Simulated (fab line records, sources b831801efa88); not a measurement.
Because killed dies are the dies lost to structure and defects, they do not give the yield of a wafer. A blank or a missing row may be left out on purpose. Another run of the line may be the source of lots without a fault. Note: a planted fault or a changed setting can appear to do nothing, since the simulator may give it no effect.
One fault seen from 2 desks | flow sky130 | what lay behind the numbers comes last; until then each desk has only its own

## FROM THE METROLOGY DESK
What the gauges read for every lot (on any tool): the sampled wafers with a number, averaged. The brackets show how far a lot's mean lies from the usual mean; more than 4 standard deviations puts the lot out of limits, marked OUT.
Columns: A = VT_ADJUST_NCORE_TW at SKY_VT_ADJUST_NCORE_TW_MEAS_11, usual 219.4; B = POLY_GATE_OVL at SKY_POLY_GATE_OVL_MEAS_14, usual -2 nm; C = LI_CONTACT_HDPCVD_THK at SKY_LI_CONTACT_THK_MEAS_01, usual 934 nm
lot  | first seen here | A               | B   | C
L540 | day 8 21:04     | 221.3           | -10 | 918
L548 | day 11 01:59    | 162.0 (-32) OUT | 1   | 957
L549 | day 11 12:14    | 162.4 (-32) OUT | -3  | 949
L551 | day 12 00:17    | 220.9           | -4  | 933
L552 | day 12 08:31    | 217.4           | 0   | 930
L556 | day 13 14:31    | 218.1           | -5  | 946
L557 | day 13 22:13    | 221.1           | -4  | 943
L558 | day 14 01:34    | 215.8           | -2  | 927
L559 | day 14 06:55    | 216.0           | -3  | 935
L560 | day 14 13:09    | 219.8           | 9   | 919
L561 | day 15 00:39    | 218.3           | -14 | 929
L562 | day 15 09:08    | 220.6           | -0  | 930
This desk reports L548, L549 out of limits; the earliest was L548 at day 11 01:59 (VT_ADJUST_NCORE_TW at SKY_VT_ADJUST_NCORE_TW_MEAS_11). Within limits: L540, L551, L552, L556, L557, L558, L559, L560, L561, L562.

## FOR THE TOOL OWNER'S DESK: implanter-03
The tool's own readings at SKY_VT_ADJUST_NCORE_IMPLANT_09, given as means over the sampled wafers that have a number, one for each lot that went through this tool. The brackets show how far a lot's mean lies from the usual mean; more than 4 standard deviations puts the lot out of limits, marked OUT.
Columns: A = doseIonsCm2 at SKY_VT_ADJUST_NCORE_IMPLANT_09, usual 2.3998e+12; B = faradayCurrentUA at SKY_VT_ADJUST_NCORE_IMPLANT_09, usual 13.55
lot  | first seen here | A                            | B
L540 | day 8 20:50     | 2.4009e+12                   | 13.56
L548 | day 11 01:44    | 7.7670e+11 (-99 or more) OUT | 4.48 (-31) OUT
L549 | day 11 12:01    | 7.7833e+11 (-99 or more) OUT | 4.34 (-32) OUT
L558 | day 14 01:19    | 2.4002e+12                   | 13.25
L559 | day 14 06:40    | 2.3996e+12                   | 13.55
L560 | day 14 12:55    | 2.3990e+12                   | 13.60
L561 | day 15 00:26    | 2.4008e+12                   | 13.60
Finding of this desk: L548, L549 out of limits; the first was L548 at day 11 01:44, on doseIonsCm2 at SKY_VT_ADJUST_NCORE_IMPLANT_09. Within limits: L540, L558, L559, L560, L561.

## BROUGHT TOGETHER
On L548, L549, at day 11 01:44, an alarm was possible from the tool owner's desk.
At day 11 01:59 the metrology desk could have sounded an alarm, on L548, L549.
Of the lots named, all ran SKY_VT_ADJUST_NCORE_IMPLANT_09 on implanter-03.

## WHAT THE SIMULATOR PUT IN
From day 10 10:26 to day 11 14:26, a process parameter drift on implanter-03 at SKY_VT_ADJUST_NCORE_IMPLANT_09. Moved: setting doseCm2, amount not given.
Struck lots among those shown: L548, L549.
Delay (hours) between the fault's onset and each desk's first out-of-limits reading: 15 at the tool owner's desk, 16 at the metrology desk.
